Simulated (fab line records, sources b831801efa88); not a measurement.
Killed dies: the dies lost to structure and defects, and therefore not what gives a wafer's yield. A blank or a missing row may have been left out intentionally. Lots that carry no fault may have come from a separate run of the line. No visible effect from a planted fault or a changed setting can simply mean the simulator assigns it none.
Problem report in the 8D (eight disciplines) form, filled by code | flow sky130 | the parts of the form that need people (team, actions taken, sign-off) are left out

1. THE PROBLEM
At SKY_VIA4_SOFTBAKE_07, run-length-s averages 106.69 s over 3 wafers from 2 lots, while fault-free wafers read 89.33 s, standard deviation 0.13. So: +99 or more standard deviations from the usual mean.
The step: time 60 s.
First observed at day 45 19:55: wafer L233.1, on litho-track-03. At this step, 33 wafers from 11 lots have a number in the record. The rule behind "out" and "out of limits": a value lying over 4 standard deviations away from the usual mean. The other wafers with a number count as sound.

2. WHAT IT IS; WHAT IT IS NOT
question                    | is                     | is not
which readings at this step | run-length-s           | exhaust-pa
which lots                  | L233, L234             | L223, L225, L227, L236, L238, L239, L240, L242, L243
which wafers of those lots  | L233.1, L234.1, L234.6 | L233.4, L233.5, L234.5
read on which tools         | litho-track-03         | litho-track-01, litho-track-04
when                        | from day 45 19:55      | up to then (11 sound wafers); but 19 sound wafers of L234, L236, L238, L239, L240, L242, L243 came after

3. SUSPECTS, AND WHAT RULES EACH OUT
Counting: a tool at a process step up to the reading stays a suspect if it ran every lot that is out. Sound lots after the first of them don't rule it out here, since some wafers of a struck lot are sound.
- litho-track-03 at SKY_VIA4_SOFTBAKE_07 (time 60 s): kept. Ran every lot that is out, first one L233 (day 45 19:55); last sound lot up to then L225 (day 43 16:50). Out on those wafers are its own readings of run-length-s.
The count leaves litho-track-03 at SKY_VIA4_SOFTBAKE_07.

4. THE CAUSE (what the simulator had put in)
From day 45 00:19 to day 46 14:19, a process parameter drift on litho-track-03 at SKY_VIA4_SOFTBAKE_07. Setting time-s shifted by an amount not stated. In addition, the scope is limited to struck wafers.
Only this tool survived the counting.

5. THE EFFECT CHAIN, in route order
Each row: a reading where the mean over the struck wafers with a number is more than 3 standard deviations away from the usual. Only readings whose record carries a usual standard deviation are examined. hours: median over the lots of the time between each lot's start at the first step of this table that gives one and its start at this step. sigmas: the change, counted in usual standard deviations.
hours | step                 | reading      | usual   | on struck wafers | change | sigmas
0     | SKY_VIA4_SOFTBAKE_07 | run-length-s | 89.33 s | 106.69           | +17.36 | +99 or more
Process steps it contains:
- SKY_VIA4_SOFTBAKE_07: time 60 s.

6. WHAT WOULD HAVE CAUGHT IT SOONER
20 hours passed between the start of the fault at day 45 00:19 and the first reading out of limits in this record, taken at day 45 19:55.
